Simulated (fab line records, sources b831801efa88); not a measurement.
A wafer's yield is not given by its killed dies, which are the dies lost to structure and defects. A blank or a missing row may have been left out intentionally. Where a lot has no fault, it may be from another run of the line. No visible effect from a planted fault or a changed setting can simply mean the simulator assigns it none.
Which of the tools did it? || flow sky130 || 11 lots, 33 wafers sampled, at 3 steps of a route of 708

WHAT THE GAUGES SHOWED, per wafer
SKY_CAP2M_THK_MEAS_04: measures by xrf.
{"lot": "L239", "measured": "day 40 12:23", "on": "filmMetro-01", "CAP2M_TIN_THK (nm)": "199 196 196"}
{"lot": "L243", "measured": "day 41 19:21", "on": "filmMetro-01", "CAP2M_TIN_THK (nm)": "198 196 197"}
{"lot": "L244", "measured": "day 42 02:09", "on": "filmMetro-01", "CAP2M_TIN_THK (nm)": "201 195 203"}
{"lot": "L245", "measured": "day 42 07:55", "on": "filmMetro-02", "CAP2M_TIN_THK (nm)": "208 205 203"}
{"lot": "L247", "measured": "day 42 22:34", "on": "filmMetro-02", "CAP2M_TIN_THK (nm)": "201 200 196"}
{"lot": "L252", "measured": "day 43 21:11", "on": "filmMetro-02", "CAP2M_TIN_THK (nm)": "204 203 202"}
{"lot": "L253", "measured": "day 44 13:25", "on": "filmMetro-02", "CAP2M_TIN_THK (nm)": "199 201 201"}
{"lot": "L255", "measured": "day 44 22:19", "on": "filmMetro-04", "CAP2M_TIN_THK (nm)": "206 207 204"}
{"lot": "L256", "measured": "day 45 04:03", "on": "filmMetro-04", "CAP2M_TIN_THK (nm)": "206 201 198"}
{"lot": "L259", "measured": "day 46 04:55", "on": "filmMetro-04", "CAP2M_TIN_THK (nm)": "202 196 201"}
{"lot": "L260", "measured": "day 46 08:32", "on": "filmMetro-02", "CAP2M_TIN_THK (nm)": "204 202 202"}

WHAT TOOL EACH LOT RAN ON (gives the tool, then ch and the chambers of the sampled wafers, and finally the start)
{"lot": "L239", "SKY_VIA3_CMP_24": "cmp-01 ch 0,1,2, day 40 11:42", "SKY_METAL4_SPUTTER_03": "pvdSputter-03, day 40 11:59"}
{"lot": "L243", "SKY_VIA3_CMP_24": "cmp-02 ch 0,1,2, day 41 18:38", "SKY_METAL4_SPUTTER_03": "pvdSputter-01, day 41 18:58"}
{"lot": "L244", "SKY_VIA3_CMP_24": "cmp-02 ch 0,1,3, day 42 01:26", "SKY_METAL4_SPUTTER_03": "pvdSputter-03, day 42 01:46"}
{"lot": "L245", "SKY_VIA3_CMP_24": "cmp-02 ch 0,1,2, day 42 07:08", "SKY_METAL4_SPUTTER_03": "pvdSputter-02, day 42 07:32"}
{"lot": "L247", "SKY_VIA3_CMP_24": "cmp-01 ch 0,1,2, day 42 21:48", "SKY_METAL4_SPUTTER_03": "pvdSputter-02, day 42 22:11"}
{"lot": "L252", "SKY_VIA3_CMP_24": "cmp-02 ch 0,1,3, day 43 20:31", "SKY_METAL4_SPUTTER_03": "pvdSputter-02, day 43 20:48"}
{"lot": "L253", "SKY_VIA3_CMP_24": "cmp-01 ch 0,1,3, day 44 12:45", "SKY_METAL4_SPUTTER_03": "pvdSputter-02, day 44 13:02"}
{"lot": "L255", "SKY_VIA3_CMP_24": "cmp-01 ch 2,3, day 44 21:32", "SKY_METAL4_SPUTTER_03": "pvdSputter-02, day 44 21:56"}
{"lot": "L256", "SKY_VIA3_CMP_24": "cmp-01 ch 1,2, day 45 03:19", "SKY_METAL4_SPUTTER_03": "pvdSputter-02, day 45 03:39"}
{"lot": "L259", "SKY_VIA3_CMP_24": "cmp-02 ch 1,3, day 46 04:13", "SKY_METAL4_SPUTTER_03": "pvdSputter-03, day 46 04:33"}
{"lot": "L260", "SKY_VIA3_CMP_24": "cmp-02 ch 1,3, day 46 07:48", "SKY_METAL4_SPUTTER_03": "pvdSputter-03, day 46 08:08"}
- SKY_VIA3_CMP_24: polishes, stops on SiO2, t overpolish 20 s, target thk 0 nm.
- SKY_METAL4_SPUTTER_03: material Ti, target thk 5 nm, time 3.3 s.

THE ANSWER, worked out from the rows above alone
Rule: what is usual is taken from the lots themselves. Put in order of their means at a reading, lots are off if they are a third of the lots or fewer, leave a main group of 4 or more, and stand apart from it by a gap of 3 or more times the standard deviation of the main group's means; of several such gaps the widest counts. A main group whose means are all the same, to the digits that the tables above print for the reading, isn't used. A lot without any number at a reading at which 4 lots or more have one is off too. All remaining lots with rows at the step are treated as sound.
Across all readings shown, no lot is off: no conclusion can be drawn from this.

WHAT WAS PUT IN BY THE SIMULATOR
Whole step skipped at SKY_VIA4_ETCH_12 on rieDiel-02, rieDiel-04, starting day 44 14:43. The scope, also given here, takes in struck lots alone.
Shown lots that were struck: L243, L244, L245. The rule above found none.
